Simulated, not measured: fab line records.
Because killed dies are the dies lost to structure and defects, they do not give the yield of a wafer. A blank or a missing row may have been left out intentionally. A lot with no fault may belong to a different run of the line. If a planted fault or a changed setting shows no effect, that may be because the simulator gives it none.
Struck lot and sound lot, side by side + flow sky130 + 24 steps out of a route of 708
Sound: the wafers L428.2, L428.5, L428.6. Struck: wafer L442.3 (left out: L442.6, a lot-mate that was not struck); the cause follows at the end.
At each step with rows: each side's tool, then ch and its chambers, then its first start. Under that, the readings that differ: sound wafers + struck wafers + difference of the means + sigmas: that difference in standard deviations of wafers without a fault.
alike: a reading whose means differ by less than 2 such deviations, as well as words and numbers matching on both sides. not compared: withheld readings; readings where some wafer has no value; bounds like >300 that might hide an equal value; numbers whose values overlap and for which the record gives no deviation.
Wherever a step has rows on one side only, a row that says differs or no value, or a row with sigmas, the two part there. Numbers that don't overlap but have no deviation are shown without sigmas and don't part them. Lack of a reading on every wafer of one side parts them only where that side has two or more wafers.

SKY_CONTACT_RS_MEAS_25: measurement is done with a four-point probe.
  sound on film metro-01 at day 34 01:11; struck on film metro-04 at day 39 03:13
  alike: CONTACT_W_RS
SKY_CONTACT_THK_MEAS_26: measures by xrf.
  sound on film metro-01 at day 34 01:18; struck on film metro-04 at day 39 03:19
  alike: CONTACT_W_THK
SKY_CONTACT_CMP_27: polishes, stops on SiO2, t overpolish 15 s, target thk 0 nm.
  sound on cmp-02 ch 0,1, day 34 01:24; struck on cmp-02 ch 1, day 39 03:48
  alike: motor current A, overpolish run s, time to endpoint s
then, 1 step without rows for these wafers: SKY_METAL1_SPUTTER_00 (material Ti, target thk 15 nm, time 10 s).
SKY_METAL1_SPUTTER_01: material TiN, target thk 20 nm, time 16.7 s.
  sound on pvd sputter-03 at day 34 01:40; struck on pvd sputter-03 at day 39 03:58
  alike: throttle valve pct
then, 1 step without rows for these wafers: SKY_METAL1_SPUTTER_02 (material AlCu, target thk 250 nm, time 13.3 s).
SKY_METAL1_SPUTTER_03: material Ti, target thk 5 nm, time 3.3 s.
  sound on pvd sputter-03 at day 34 01:43; struck on pvd sputter-03 at day 39 04:01
  alike: throttle valve pct
then, 1 step without rows for these wafers: SKY_METAL1_SPUTTER_04 (material TiN, target thk 70 nm, time 58.3 s).
SKY_METAL1_RS_MEAS_05: measurement is done with a four-point probe.
  sound on film metro-03 at day 34 01:49; struck on film metro-02 at day 39 04:13
  alike: METAL1_ALCU_RS
SKY_METAL1_THK_MEAS_06: measures by xrf.
  sound on film metro-03 at day 34 01:55; struck on film metro-02 at day 39 04:19
  alike: METAL1_ALCU_THK
then, 2 steps without rows for these wafers: SKY_METAL1_DEHYDRATE_07 (time 60 s); SKY_METAL1_HMDS_08 (prime time 60 s).
SKY_METAL1_COAT_09: resist thk 60 nm.
  sound on litho track-03 ch 0, day 34 14:59; struck on litho track-03 ch 0, day 39 16:37
then, 5 steps without rows for these wafers: SKY_METAL1_COAT_10 (resist thk 450 nm); SKY_METAL1_SOFTBAKE_11 (time 90 s); SKY_METAL1_EXPOSE_12 (exposes mask MM1, target cd 140 nm); SKY_METAL1_PEB_13; SKY_METAL1_DEVELOP_14 (develop time 60 s).
SKY_METAL1_CD_MEAS_15: the cd target is 140 nm.
  sound on cd sem-02 at day 35 04:35; struck on cd sem-02 at day 40 05:36
  alike: cd nm
SKY_METAL1_OVL_MEAS_16:
  sound on overlay-02 at day 35 04:41; struck on overlay-01 at day 40 05:41
  alike: METAL1_OVL
SKY_METAL1_DESCUM_17: chemistry O2, time 8 s.
  sound on rie metal-03 ch 0, day 35 04:44; struck on rie metal-04 ch 1, day 40 05:44
  alike: drypump motor current A, oes product au
  not compared: rf hours counter h
SKY_METAL1_ETCH_18: etches BARC in N2/H2, stops on SiO2, time 45.9 s, target depth 60 nm.
  sound on rie metal-03 ch 0, day 35 04:48; struck on rie metal-04 ch 1, day 40 05:46
| reading                     | sound             | struck | difference | sigmas |
|-----------------------------|-------------------|--------|------------|--------|
| drypump motor current A (A) | 5.63 5.63 5.63    | 5.22   | -0.41      | -2     |
| oes product au (a.u.)       | 0.853 0.851 0.853 | 0.873  | +0.021     | +5     |
| model.etch.depth nm (nm)    | 59.98 60.13 59.96 | 61.75  | +1.73      |        |
  alike: throttle valve pct
  not compared: rf hours counter h
SKY_METAL1_METAL_ETCH_19: etches the open film in Cl2/BCl3, stops on SiO2, target depth 360 nm, time 78 s.
  sound on rie metal-03 ch 0, day 35 04:56; struck on rie metal-04 ch 1, day 40 05:50
  alike: drypump motor current A, oes product au, throttle valve pct
  not compared: rf hours counter h
-- the record jumps here: 11 days lie between the struck wafers' starts before and after (it left off in module METAL1 and takes up again in module PAD_OPEN, whose first step shown is number 708 of the route) --
SKY_PAD_OPEN_PROBE_99:
  only the struck wafers here have rows in the record (prober-02, day 51 03:44); the sound ones have none

WHERE THEY PART
At SKY_METAL1_ETCH_18 first; at SKY_PAD_OPEN_PROBE_99 last (within this record only).

WHY: whatever the simulator had introduced
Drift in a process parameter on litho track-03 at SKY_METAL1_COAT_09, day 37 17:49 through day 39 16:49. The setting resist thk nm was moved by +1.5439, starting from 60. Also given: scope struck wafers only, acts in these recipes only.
